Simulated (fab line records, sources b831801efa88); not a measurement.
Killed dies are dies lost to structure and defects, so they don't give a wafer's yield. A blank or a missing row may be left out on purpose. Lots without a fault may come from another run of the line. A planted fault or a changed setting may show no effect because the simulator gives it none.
Which tool did it? | flow gf180mcu | 13 lots, 39 wafers sampled, at 5 steps of a route of 602

WHAT THE GAUGES READ, wafer by wafer
GF_SALICIDE_THK_MEAS_05: measures by xrf.
lot  | measured     | on            | SALICIDE_TIN_THK (nm)
L250 | day 15 03:44 | film_metro-03 | 20.16 20.25 20.18
L252 | day 16 01:42 | film_metro-02 | 19.47 19.72 19.76
L253 | day 16 10:42 | film_metro-04 | 20.00 19.89 19.97
L255 | day 16 23:08 | film_metro-02 | 20.36 20.36 20.50
L254 | day 16 23:52 | film_metro-03 | 20.77 20.53 20.64
L259 | day 18 07:13 | film_metro-03 | 19.86 19.83 19.83
L260 | day 18 20:23 | film_metro-04 | 20.05 20.28 20.12
L263 | day 19 23:20 | film_metro-03 | 20.53 20.47 20.27
L266 | day 20 21:50 | film_metro-02 | 19.92 20.07 20.28
L267 | day 21 10:34 | film_metro-02 | 20.31 20.19 20.38
L271 | day 22 13:51 | film_metro-02 | 20.04 20.16 20.16
L272 | day 23 05:44 | film_metro-02 | 20.10 19.94 20.11
L273 | day 23 12:53 | film_metro-03 | 20.40 20.34 20.33

GF_CONTACT_RS_MEAS_25: measures by four-point-probe.
lot  | measured     | on            | CONTACT_W_RS (ohm/sq)
L250 | day 16 03:13 | film_metro-03 | 0.383 0.388 0.387
L252 | day 17 00:59 | film_metro-01 | 0.380 0.385 0.377
L253 | day 17 11:15 | film_metro-04 | 0.389 0.382 0.386
L255 | day 17 23:37 | film_metro-04 | 0.393 0.389 0.395
L254 | day 18 01:04 | film_metro-03 | 0.379 0.377 0.385
L259 | day 19 09:10 | film_metro-04 | 0.378 0.379 0.383
L260 | day 19 23:00 | film_metro-04 | 0.387 0.397 0.391
L263 | day 21 01:34 | film_metro-01 | 0.387 0.385 0.383
L266 | day 21 23:01 | film_metro-04 | 0.382 0.380 0.379
L267 | day 22 11:46 | film_metro-01 | 0.378 0.376 0.381
L271 | day 23 14:28 | film_metro-04 | 0.384 0.376 0.379
L272 | day 24 05:59 | film_metro-01 | 0.387 0.385 0.387
L273 | day 24 13:11 | film_metro-01 | 0.394 0.385 0.391

WHICH TOOL RAN EACH LOT (tool, then ch and the chambers of the sampled wafers, then the start)
lot  | GF_HV_LDD_COAT_26                 | GF_HV_LDD_STRIP_37                   | GF_CONTACT_ETCH_17
L250 | litho_track-01 ch 0, day 11 03:47 | plasma_asher-04 ch 0,1, day 11 13:59 | rie_diel-01 ch 0,2, day 16 03:13 or earlier
L252 | litho_track-02 ch 0, day 11 23:17 | plasma_asher-03 ch 0,1, day 12 10:02 | rie_diel-04 ch 0,2,3, day 17 00:59 or earlier
L253 | litho_track-02 ch 0, day 12 06:53 | plasma_asher-03 ch 0,1, day 12 17:41 | rie_diel-01 ch 0,3, day 17 11:15 or earlier
L255 | litho_track-04 ch 0, day 12 17:33 | plasma_asher-03 ch 0,1, day 13 04:14 | rie_diel-03 ch 0,3, day 17 23:37 or earlier
L254 | litho_track-02 ch 0, day 12 18:10 | plasma_asher-03 ch 0, day 13 05:10   | rie_diel-01 ch 0,2,3, day 18 01:04 or earlier
L259 | litho_track-01 ch 0, day 13 21:42 | plasma_asher-04 ch 0,1, day 14 08:53 | rie_diel-04 ch 0,2, day 19 09:10 or earlier
L260 | litho_track-01 ch 0, day 14 09:32 | plasma_asher-04 ch 0,1, day 14 20:55 | rie_diel-04 ch 0,3, day 19 23:00 or earlier
L263 | litho_track-01 ch 0, day 15 08:03 | plasma_asher-04 ch 0,1, day 15 19:26 | rie_diel-04 ch 0,1, day 21 01:34 or earlier
L266 | litho_track-04 ch 0, day 16 05:50 | plasma_asher-03 ch 0,1, day 16 17:41 | rie_diel-01 ch 1,2, day 21 23:01 or earlier
L267 | litho_track-02 ch 0, day 16 18:01 | plasma_asher-03 ch 0,1, day 17 06:02 | rie_diel-03 ch 0,1,2, day 22 11:46 or earlier
L271 | litho_track-02 ch 0, day 17 18:56 | plasma_asher-02 ch 0,1, day 18 07:22 | rie_diel-01 ch 0,1,2, day 23 14:28 or earlier
L272 | litho_track-04 ch 0, day 18 12:24 | plasma_asher-02 ch 0,1, day 19 01:38 | rie_diel-01 ch 0,3, day 24 05:59 or earlier
L273 | litho_track-02 ch 0, day 18 21:07 | plasma_asher-03 ch 0,1, day 19 10:16 | rie_diel-03 ch 0,3, day 24 13:11 or earlier
- GF_HV_LDD_COAT_26: resist thk 1000 nm.
- GF_HV_LDD_STRIP_37: strips in O2/N2.
- GF_CONTACT_ETCH_17: etches SiO2 in C4F8/O2/Ar, stops on CoSi2, target depth 860 nm.

WHAT THE TOOLS THEMSELVES READ (means of the sampled wafers that have a number; where no wafer has one, the mark that the record gives instead)
GF_HV_LDD_COAT_26.
lot  | tool           | spin_speed_rpm (rpm)
L250 | litho_track-01 | 3000.3
L252 | litho_track-02 | 3001.1
L253 | litho_track-02 | 3000.6
L255 | litho_track-04 | 2997.1
L254 | litho_track-02 | 2999.6
L259 | litho_track-01 | 3000.4
L260 | litho_track-01 | 2891.8
L263 | litho_track-01 | 2891.7
L266 | litho_track-04 | 3000.8
L267 | litho_track-02 | 2999.9
L271 | litho_track-02 | 2999.3
L272 | litho_track-04 | 3000.2
L273 | litho_track-02 | 3001.7

GF_HV_LDD_STRIP_37.
lot  | tool            | drypump_motor_current_A (A) | heater_power_w (W) | oes_product_au (a.u.) | strip_time_to_endpoint_s (s)
L250 | plasma_asher-04 | 5.5                         | 347                | 0.721                 | 12.639
L252 | plasma_asher-03 | 5.5                         | 312                | 0.718                 | 12.636
L253 | plasma_asher-03 | 5.9                         | 321                | 0.715                 | 12.627
L255 | plasma_asher-03 | 5.8                         | 315                | 0.716                 | 12.671
L254 | plasma_asher-03 | 5.1                         | 301                | 0.719                 | 12.649
L259 | plasma_asher-04 | 5.6                         | 334                | 0.715                 | 12.611
L260 | plasma_asher-04 | 5.6                         | 336                | 0.717                 | 12.812
L263 | plasma_asher-04 | 5.6                         | 343                | 0.716                 | 12.802
L266 | plasma_asher-03 | 5.5                         | 309                | 0.712                 | 12.635
L267 | plasma_asher-03 | 5.9                         | 314                | 0.715                 | 12.658
L271 | plasma_asher-02 | 6.3                         | 301                | 0.720                 | 12.631
L272 | plasma_asher-02 | 6.3                         | 300                | 0.716                 | 12.626
L273 | plasma_asher-03 | 5.5                         | 311                | 0.716                 | 12.582

GF_CONTACT_ETCH_17.
lot  | tool        | bias_w (W) | oes_product_au (a.u.)
L250 | rie_diel-01 | 1203       | 0.816
L252 | rie_diel-04 | 1200       | 0.809
L253 | rie_diel-01 | 1204       | 0.816
L255 | rie_diel-03 | 1197       | 0.815
L254 | rie_diel-01 | 1202       | 0.813
L259 | rie_diel-04 | 1198       | 0.811
L260 | rie_diel-04 | 1195       | 0.815
L263 | rie_diel-04 | 1200       | 0.813
L266 | rie_diel-01 | 1199       | 0.809
L267 | rie_diel-03 | 1203       | 0.819
L271 | rie_diel-01 | 1197       | 0.812
L272 | rie_diel-01 | 1199       | 0.816
L273 | rie_diel-03 | 1199       | 0.811

THE ANSWER, worked out from the rows above alone
Rule: what is usual is taken from the lots themselves. Put in order of their means at a reading, lots are off if they are a third of the lots or fewer, leave a main group of 4 or more, and stand apart from it by a gap of 3 or more times the standard deviation of the main group's means; of several such gaps the widest counts. A main group whose means are all the same, to the digits that the tables above print for the reading, isn't used. A lot without any number at a reading at which 4 lots or more have one is off too. The other lots that the step has rows for count as sound. The gauges are gone through in route order, then the tools' own readings, and for those a lot's mean is taken as printed above. The first step at which some lot is off is used, and at that step the reading that is off furthest; a lot without a number counts as furthest.
Off: L260, L263, at GF_HV_LDD_COAT_26 (spin_speed_rpm). The main group: mean 3000.1 rpm, standard deviation 1.1.
A tool fits if, at that step or a process step before it, it ran every lot that is off, and no sound lot after the first of them. One fits: litho_track-01 at GF_HV_LDD_COAT_26. Its last sound lot is L259 (day 13 21:42), its first lot that is off L260 (day 14 09:32): a fault that began between those two fits.
The tool's own readings at GF_HV_LDD_COAT_26 bear it out: on the lots that are off they differ by more than 5 times the standard deviation of the sound lots' means. spin_speed_rpm reads 2891.8 rpm there against 3000.1 rpm on the sound lots.

WHAT THE SIMULATOR HAD PUT IN
Process parameter drift: litho_track-01, from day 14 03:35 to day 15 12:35, at GF_HV_LDD_COAT_26. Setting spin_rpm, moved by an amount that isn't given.
Lots struck among those shown: L260, L263. The rule above found the same.
